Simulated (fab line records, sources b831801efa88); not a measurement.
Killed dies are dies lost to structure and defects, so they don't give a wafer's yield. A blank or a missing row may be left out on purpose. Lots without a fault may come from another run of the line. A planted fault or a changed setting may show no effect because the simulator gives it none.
Which tool did it? | flow gf180mcu | 12 lots, 36 wafers sampled, at 5 steps of a route of 602

WHAT THE GAUGES READ, wafer by wafer
GF_V4_THK_MEAS_01. Usual: V4_CVD_00_THK 601 nm, standard deviation 5.4.
lot  | measured     | on            | V4_CVD_00_THK (nm) | flag
L219 | day 23 11:50 | film_metro-04 | 602 599 599        |
L220 | day 23 18:52 | film_metro-02 | 602 595 602        |
L227 | day 26 05:52 | film_metro-01 | 309 302 296        | OFF
L228 | day 26 12:49 | film_metro-02 | 301 304 301        | OFF
L229 | day 26 21:43 | film_metro-02 | 300 311 308        | OFF
L233 | day 28 03:01 | film_metro-02 | 599 600 607        |
L236 | day 28 20:20 | film_metro-02 | 591 594 597        |
L237 | day 29 07:08 | film_metro-04 | 595 591 592        |
L238 | day 29 11:41 | film_metro-04 | 600 599 602        |
L239 | day 29 15:03 | film_metro-01 | 606 601 601        |
L241 | day 30 06:59 | film_metro-02 | 609 607 600        |
L242 | day 30 18:18 | film_metro-04 | 605 601 590        |

WHICH TOOL RAN EACH LOT (tool, then ch and the chambers of the sampled wafers, then the start)
lot  | GF_V3_SPUTTER_21             | GF_V3_SPUTTER_22             | GF_M4_SPUTTER_02             | GF_V4_CVD_00
L219 | pvd_sputter-03, day 22 10:49 | pvd_sputter-03, day 22 10:53 | pvd_sputter-01, day 22 11:38 | hdpcvd-01 ch 1,2, day 23 11:45
L220 | pvd_sputter-02, day 22 18:18 | pvd_sputter-02, day 22 18:22 | pvd_sputter-04, day 22 19:07 | hdpcvd-01 ch 1,2, day 23 18:47
L227 | pvd_sputter-03, day 25 07:17 | pvd_sputter-03, day 25 07:20 | pvd_sputter-01, day 25 08:06 | hdpcvd-01 ch 0,1,2, day 26 05:47
L228 | pvd_sputter-03, day 25 13:55 | pvd_sputter-03, day 25 13:58 | pvd_sputter-02, day 25 14:44 | hdpcvd-01 ch 0,1,2, day 26 12:44
L229 | pvd_sputter-01, day 25 22:55 | pvd_sputter-01, day 25 22:58 | pvd_sputter-04, day 25 23:44 | hdpcvd-01 ch 1,2, day 26 21:39
L233 | pvd_sputter-01, day 27 05:30 | pvd_sputter-01, day 27 05:34 | pvd_sputter-01, day 27 06:20 | hdpcvd-02 ch 0,1, day 28 02:55
L236 | pvd_sputter-01, day 27 23:09 | pvd_sputter-01, day 27 23:13 | pvd_sputter-04, day 27 23:58 | hdpcvd-02 ch 1,2, day 28 20:16
L237 | pvd_sputter-01, day 28 10:17 | pvd_sputter-01, day 28 10:21 | pvd_sputter-02, day 28 11:07 | hdpcvd-02 ch 0,1, day 29 07:02
L238 | pvd_sputter-02, day 28 14:44 | pvd_sputter-02, day 28 14:48 | pvd_sputter-04, day 28 15:34 | hdpcvd-02 ch 0,1,2, day 29 11:36
L239 | pvd_sputter-02, day 28 18:53 | pvd_sputter-02, day 28 18:57 | pvd_sputter-01, day 28 19:43 | hdpcvd-01 ch 0,1, day 29 14:59
L241 | pvd_sputter-03, day 29 10:28 | pvd_sputter-03, day 29 10:31 | pvd_sputter-02, day 29 11:24 | hdpcvd-01 ch 0,1,2, day 30 06:54
L242 | pvd_sputter-03, day 29 22:36 | pvd_sputter-03, day 29 22:40 | pvd_sputter-02, day 29 23:31 | hdpcvd-01 ch 0, day 30 18:11
- GF_V3_SPUTTER_21: material Ti, target thk 15 nm, time 80.02 s.
- GF_V3_SPUTTER_22: material TiN, target thk 10 nm, time 40 s.
- GF_M4_SPUTTER_02: material AlCu, target thk 450 nm, time 23.9 s.
- GF_V4_CVD_00: deposits SiO2, target thk 600 nm, time 100 s.

WHAT THE TOOLS THEMSELVES READ (means of the sampled wafers that have a number; where no wafer has one, the mark that the record gives instead)
GF_V3_SPUTTER_21. Usual: cathode_dc_power_W 2500.0 W, standard deviation 0.47; chamber_pressure_pa 5.000 Pa, standard deviation 0.011; throttle_valve_pct 29.6 %, standard deviation 0.84.
lot  | tool           | cathode_dc_power_W (W) | chamber_pressure_pa (Pa) | throttle_valve_pct (%) | flag
L219 | pvd_sputter-03 | 2500.1                 | 5.006                    | 30.0                   |
L220 | pvd_sputter-02 | 2500.6                 | 4.991                    | 29.5                   |
L227 | pvd_sputter-03 | 2499.9                 | 4.998                    | 30.0                   |
L228 | pvd_sputter-03 | 2499.6                 | 4.998                    | 29.9                   |
L229 | pvd_sputter-01 | 2499.9                 | 4.993                    | 29.5                   |
L233 | pvd_sputter-01 | 2499.9                 | 4.996                    | 28.8                   |
L236 | pvd_sputter-01 | 2500.0                 | 4.993                    | 29.4                   |
L237 | pvd_sputter-01 | 2500.1                 | 5.002                    | 29.5                   |
L238 | pvd_sputter-02 | 2500.4                 | 4.986                    | 28.9                   |
L239 | pvd_sputter-02 | 2500.0                 | 4.999                    | 30.2                   |
L241 | pvd_sputter-03 | 2500.0                 | 4.992                    | 29.4                   |
L242 | pvd_sputter-03 | 2499.9                 | 4.999                    | 30.2                   |

GF_V3_SPUTTER_22. Usual: cathode_dc_power_W 4000.0 W, standard deviation 0.79; chamber_pressure_pa 5.000 Pa, standard deviation 0.0097; throttle_valve_pct 29.6 %, standard deviation 0.84.
lot  | tool           | cathode_dc_power_W (W) | chamber_pressure_pa (Pa) | throttle_valve_pct (%) | flag
L219 | pvd_sputter-03 | 4000.1                 | 4.998                    | 30.0                   |
L220 | pvd_sputter-02 | 4000.3                 | 4.998                    | 29.7                   |
L227 | pvd_sputter-03 | 4000.0                 | 4.992                    | 30.1                   |
L228 | pvd_sputter-03 | 3999.9                 | 4.996                    | 30.1                   |
L229 | pvd_sputter-01 | 3999.9                 | 5.002                    | 29.4                   |
L233 | pvd_sputter-01 | 3999.9                 | 5.009                    | 28.7                   |
L236 | pvd_sputter-01 | 3999.0                 | 5.004                    | 29.2                   |
L237 | pvd_sputter-01 | 3999.6                 | 4.999                    | 29.5                   |
L238 | pvd_sputter-02 | 4000.4                 | 5.007                    | 29.1                   |
L239 | pvd_sputter-02 | 3999.6                 | 5.001                    | 30.0                   |
L241 | pvd_sputter-03 | 4000.2                 | 4.999                    | 29.6                   |
L242 | pvd_sputter-03 | 4000.2                 | 5.002                    | 30.0                   |

GF_M4_SPUTTER_02. Usual: cathode_dc_power_W 10970 W, standard deviation 2.3; chamber_pressure_pa 0.4000 Pa, standard deviation 0.00068; throttle_valve_pct 29.8 %, standard deviation 0.94.
lot  | tool           | cathode_dc_power_W (W) | chamber_pressure_pa (Pa) | throttle_valve_pct (%) | flag
L219 | pvd_sputter-01 | 10968                  | 0.4002                   | 29.3                   |
L220 | pvd_sputter-04 | 10970                  | 0.4005                   | 30.7                   |
L227 | pvd_sputter-01 | 10969                  | 0.4000                   | 29.6                   |
L228 | pvd_sputter-02 | 10972                  | 0.3999                   | 29.4                   |
L229 | pvd_sputter-04 | 10972                  | 0.3996                   | 30.9                   |
L233 | pvd_sputter-01 | 10969                  | 0.4000                   | 29.1                   |
L236 | pvd_sputter-04 | 10971                  | 0.4004                   | 30.3                   |
L237 | pvd_sputter-02 | 10973                  | 0.4000                   | 28.7                   |
L238 | pvd_sputter-04 | 10969                  | 0.4000                   | 30.6                   |
L239 | pvd_sputter-01 | 10969                  | 0.3996                   | 29.3                   |
L241 | pvd_sputter-02 | 10970                  | 0.4001                   | 29.2                   |
L242 | pvd_sputter-02 | 10970                  | 0.3999                   | 30.4                   |

GF_V4_CVD_00. Usual: sih4_flow_sccm 59.99 sccm, standard deviation 0.18.
lot  | tool      | sih4_flow_sccm (sccm) | flag
L219 | hdpcvd-01 | 60.20                 |
L220 | hdpcvd-01 | 59.95                 |
L227 | hdpcvd-01 | 29.94                 | OFF
L228 | hdpcvd-01 | 29.97                 | OFF
L229 | hdpcvd-01 | 30.06                 | OFF
L233 | hdpcvd-02 | 60.02                 |
L236 | hdpcvd-02 | 59.98                 |
L237 | hdpcvd-02 | 60.08                 |
L238 | hdpcvd-02 | 59.97                 |
L239 | hdpcvd-01 | 59.96                 |
L241 | hdpcvd-01 | 59.94                 |
L242 | hdpcvd-01 | 60.13                 |

THE ANSWER, worked out from the rows above alone
Rule: a lot is off if the mean of its wafers that have a number lies more than 3 standard deviations from the usual mean. A lot without any number at a reading at which 4 lots or more have one is off too. The other lots that the step has rows for count as sound. The gauges are gone through in route order, then the tools' own readings, and for those a lot's mean is taken as printed above. The first step at which some lot is off is used, and at that step the reading that is off furthest; a lot without a number counts as furthest.
Off: L227, L228, L229, at GF_V4_THK_MEAS_01 (V4_CVD_00_THK).
A tool fits if, at a process step before that reading, it ran every lot that is off, and no sound lot after the first of them. The gauges at GF_V4_THK_MEAS_01 aren't tried: what is off there is off at GF_V4_CVD_00 too, on other tools, and a gauge's error can't cause that. None of those tried fits.

WHAT THE SIMULATOR HAD PUT IN
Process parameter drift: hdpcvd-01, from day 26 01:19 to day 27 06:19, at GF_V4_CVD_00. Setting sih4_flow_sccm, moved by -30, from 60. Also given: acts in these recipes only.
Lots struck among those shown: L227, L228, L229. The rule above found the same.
